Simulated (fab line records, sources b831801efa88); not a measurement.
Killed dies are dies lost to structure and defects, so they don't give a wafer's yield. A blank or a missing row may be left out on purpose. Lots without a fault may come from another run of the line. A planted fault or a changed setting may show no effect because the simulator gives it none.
A struck lot beside a sound one | flow sky130 | 43 steps out of a route of 708
Sound: wafers L175.2, L175.4, L175.5. Struck: wafer L169.3. (L169.4, L169.6 of the same lot were not struck and are left out.) The cause comes at the end.
At each step with rows: each side's tool, then ch and its chambers, then its first start. Under that, the readings that differ: sound wafers | struck wafers | difference of the means | sigmas: that difference in standard deviations of wafers without a fault.
alike: readings whose means differ by less than 2 such deviations, and words and numbers that are the same on both sides. not compared: withheld readings, readings that some wafer has no value for, bounds like >300 that may hide the same value, and numbers for which the record gives no deviation and whose values overlap.
The two part at a step that has a row with sigmas, a row that says differs or no value, or rows on one side only. Numbers that don't overlap but have no deviation are shown without sigmas and don't part them. A reading that every wafer of one side lacks parts them only if that side has two wafers or more.

first, 1 step without rows for these wafers: SKY_LDD_P_IMPLANT_09.
SKY_LDD_P_STRIP_10: strips in O2/N2.
  sound on plasma_asher-01 ch 1, day 26 11:43; struck on plasma_asher-03 ch 1, day 23 23:28
  alike: drypump_motor_current_A, oes_product_au, strip_time_to_endpoint_s
  not compared: rf_hours_counter_h
SKY_LDD_P_TW_MEAS_11:
  sound on film_metro-02, day 26 11:49; struck on film_metro-04, day 23 23:34
  reading  | sound       | struck | difference | sigmas
  LDD_P_TW | 620 627 623 | 632    | +9         | +2
then, 7 steps without rows for these wafers: SKY_LDD_HVN_DEHYDRATE_00 (time 60 s); SKY_LDD_HVN_HMDS_01 (prime time 60 s); SKY_LDD_HVN_COAT_02 (resist thk 300 nm); SKY_LDD_HVN_SOFTBAKE_03 (time 60 s); SKY_LDD_HVN_EXPOSE_04 (exposes mask HVNTM, target cd 700 nm); SKY_LDD_HVN_PEB_05; SKY_LDD_HVN_DEVELOP_06 (develop time 60 s).
SKY_LDD_HVN_OVL_MEAS_07:
  sound on overlay-02, day 27 16:11; struck on overlay-01, day 25 05:02
  alike: LDD_HVN_OVL
then, 1 step without rows for these wafers: SKY_LDD_HVN_IMPLANT_08.
SKY_LDD_HVN_STRIP_09: strips in O2/N2.
  sound on plasma_asher-03 ch 0,1, day 27 16:22; struck on plasma_asher-04 ch 0, day 25 05:14
  alike: drypump_motor_current_A, oes_product_au, strip_time_to_endpoint_s
  not compared: rf_hours_counter_h
SKY_LDD_HVN_TW_MEAS_10:
  sound on film_metro-02, day 27 16:28; struck on film_metro-02, day 25 05:20
  alike: LDD_HVN_TW
then, 7 steps without rows for these wafers: SKY_LDD_HVP_DEHYDRATE_00 (time 60 s); SKY_LDD_HVP_HMDS_01 (prime time 60 s); SKY_LDD_HVP_COAT_02 (resist thk 300 nm); SKY_LDD_HVP_SOFTBAKE_03 (time 60 s); SKY_LDD_HVP_EXPOSE_04 (exposes mask HVPTM, target cd 700 nm); SKY_LDD_HVP_PEB_05; SKY_LDD_HVP_DEVELOP_06 (develop time 60 s).
SKY_LDD_HVP_OVL_MEAS_07:
  sound on overlay-01, day 28 20:59; struck on overlay-01, day 26 11:03
  reading          | sound          | struck | difference | sigmas
  LDD_HVP_OVL (nm) | -0.4 -1.1 -2.9 | 1.4    | +2.9       | +2
then, 1 step without rows for these wafers: SKY_LDD_HVP_IMPLANT_08.
SKY_LDD_HVP_STRIP_09: strips in O2/N2.
  sound on plasma_asher-01 ch 0,1, day 28 21:10; struck on plasma_asher-02 ch 1, day 26 11:15
  alike: drypump_motor_current_A, oes_product_au, strip_time_to_endpoint_s
  not compared: rf_hours_counter_h
SKY_LDD_HVP_TW_MEAS_10:
  sound on film_metro-04, day 28 21:17; struck on film_metro-04, day 26 11:20
  alike: LDD_HVP_TW
then, 7 steps without rows for these wafers: SKY_LDD_LDN_DEHYDRATE_00 (time 60 s); SKY_LDD_LDN_HMDS_01 (prime time 60 s); SKY_LDD_LDN_COAT_02 (resist thk 1140 nm); SKY_LDD_LDN_SOFTBAKE_03 (time 60 s); SKY_LDD_LDN_EXPOSE_04 (exposes mask LDNTM, target cd 700 nm); SKY_LDD_LDN_PEB_05; SKY_LDD_LDN_DEVELOP_06 (develop time 60 s).
SKY_LDD_LDN_OVL_MEAS_07:
  sound on overlay-02, day 30 01:41; struck on overlay-01, day 27 15:35
  alike: LDD_LDN_OVL
then, 4 steps without rows for these wafers: SKY_LDD_LDN_IMPLANT_08; SKY_LDD_LDN_IMPLANT_09; SKY_LDD_LDN_IMPLANT_10; SKY_LDD_LDN_IMPLANT_11.
SKY_LDD_LDN_STRIP_12: strips in O2/N2.
  sound on plasma_asher-01 ch 0,1, day 30 02:19; struck on plasma_asher-04 ch 0, day 27 16:14
  reading                      | sound             | struck | difference | sigmas
  strip_time_to_endpoint_s (s) | 14.28 14.31 14.26 | 14.08  | -0.20      | -5
  alike: drypump_motor_current_A, oes_product_au
  not compared: rf_hours_counter_h
SKY_LDD_LDN_TW_MEAS_13:
  sound on film_metro-03, day 30 02:25; struck on film_metro-03, day 27 16:20
  alike: LDD_LDN_TW
then, 2 steps without rows for these wafers: SKY_LDD_LDN_CLEAN_14 (cleans in SC1/SC2, time 150 s); SKY_SPACER_CVD_00 (deposits Si3N4 from DCS/NH3, target thk 43.1 nm, time 740 s).
SKY_SPACER_THK_MEAS_01:
  sound on film_metro-01, day 30 04:13; struck on film_metro-04, day 27 19:55
  alike: SPACER_CVD_00_THK
-- the record jumps here: 21 days lie between the struck wafers' starts before and after (it left off in module SPACER and takes up again in module PAD_OPEN, whose first step shown is number 708 of the route) --
SKY_PAD_OPEN_PROBE_99:
  the record has rows for the struck wafers here (prober-02, day 49 01:50) and none for the sound ones

WHERE THEY PART
First at SKY_LDD_P_TW_MEAS_11; last, within this record, at SKY_PAD_OPEN_PROBE_99.

WHY: what the simulator had put in
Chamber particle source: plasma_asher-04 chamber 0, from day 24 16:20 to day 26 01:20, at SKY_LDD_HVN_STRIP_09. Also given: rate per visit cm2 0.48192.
